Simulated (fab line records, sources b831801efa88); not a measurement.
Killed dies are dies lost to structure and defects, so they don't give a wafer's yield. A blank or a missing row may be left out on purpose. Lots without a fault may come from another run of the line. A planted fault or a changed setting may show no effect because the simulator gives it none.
A struck lot beside a sound one | flow sky130 | 15 steps out of a route of 708
Sound: wafers L557.1, L557.5, L557.6. Struck: wafers L573.1, L573.5. (L573.4 of the same lot was not struck and is left out.) The cause comes at the end.
At each step with rows: each side's tool, then ch and its chambers, then its first start. Under that, the readings that differ: sound wafers | struck wafers | difference of the means | sigmas: that difference in standard deviations of wafers without a fault.
alike: readings whose means differ by less than 2 such deviations, and words and numbers that are the same on both sides. not compared: withheld readings, readings that some wafer has no value for, bounds like >300 that may hide the same value, and numbers for which the record gives no deviation and whose values overlap.
The two part at a step that has a row with sigmas, a row that says differs or no value, or rows on one side only. Numbers that don't overlap but have no deviation are shown without sigmas and don't part them. A reading that every wafer of one side lacks parts them only if that side has two wafers or more.

SKY_METAL2_STRIP_20: strips in O2/N2.
  sound on plasma_asher-04 ch 0,1, day 37 02:34; struck on plasma_asher-04 ch 0,1, day 41 19:22
  alike: drypump_motor_current_A, oes_product_au, strip_time_to_endpoint_s
  not compared: rf_hours_counter_h
then, 4 steps without rows for these wafers: SKY_METAL2_STRIP_21 (strips in post etch residue remover, time 1200 s); SKY_METAL2_CLEAN_22 (cleans in IPA, time 180 s); SKY_METAL2_CLEAN_23 (cleans in O3/DIW); SKY_VIA2_HDPCVD_00 (deposits SiO2, target thk 1180 nm, time 196.7 s).
SKY_VIA2_THK_MEAS_01:
  sound on film_metro-04, day 37 03:17; struck on film_metro-03, day 41 20:07
  alike: VIA2_HDPCVD_THK
SKY_VIA2_CMP_02: polishes SiO2.
  sound on cmp-01 ch 0,1,2, day 37 03:30; struck on cmp-02 ch 0,3, day 41 20:11
  alike: motor_current_A, platen_rpm
SKY_VIA2_BOW_MEAS_03:
  sound on film_metro-03, day 37 03:39; struck on film_metro-04, day 41 20:29
  alike: VIA2_BOW
then, 4 steps without rows for these wafers: SKY_VIA2_DEHYDRATE_04 (time 60 s); SKY_VIA2_HMDS_05 (prime time 60 s); SKY_VIA2_COAT_06 (resist thk 60 nm); SKY_VIA2_COAT_07 (resist thk 450 nm).
SKY_VIA2_SOFTBAKE_08: time 90 s.
  sound on litho_track-01 ch 0, day 37 16:00; struck on litho_track-02 ch 0, day 42 07:00
  reading                  | sound                | struck      | difference | sigmas
  heater_power_total_W (W) | 57.51 57.52 57.55    | 62.40 62.62 | +4.98      | +42
  run_length_s (s)         | 119.10 119.31 119.09 | 98.44 98.57 | -20.66     | -99 or more
then, 1 step without rows for these wafers: SKY_VIA2_EXPOSE_09 (exposes mask VIM2, target cd 200 nm).
-- the record jumps here: 9 days lie between the struck wafers' starts before and after (it left off in module VIA2 and takes up again in module PAD_OPEN, whose first step shown is number 708 of the route) --
SKY_PAD_OPEN_PROBE_99:
  sound on prober-01, day 47 10:31; struck on prober-01, day 50 21:45
  alike: defect_limited_yield, killed_at_M0_to_M3, killed_at_M4_up, killed_at_contacts, killed_at_front_end, killed_at_other, killed_dies, killed_open, killed_short, sort_bin_3_pad_short, sort_bin_5_function, sort_bin_6_memory, sort_n_pass, sort_yield_pct

WHERE THEY PART
Only at SKY_VIA2_SOFTBAKE_08, within this record. Later steps at which nothing parts them and some readings are alike: SKY_PAD_OPEN_PROBE_99.

WHY: what the simulator had put in
Process parameter drift: litho_track-02, from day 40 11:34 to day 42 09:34, at SKY_VIA2_SOFTBAKE_08. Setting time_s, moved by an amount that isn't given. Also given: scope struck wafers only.
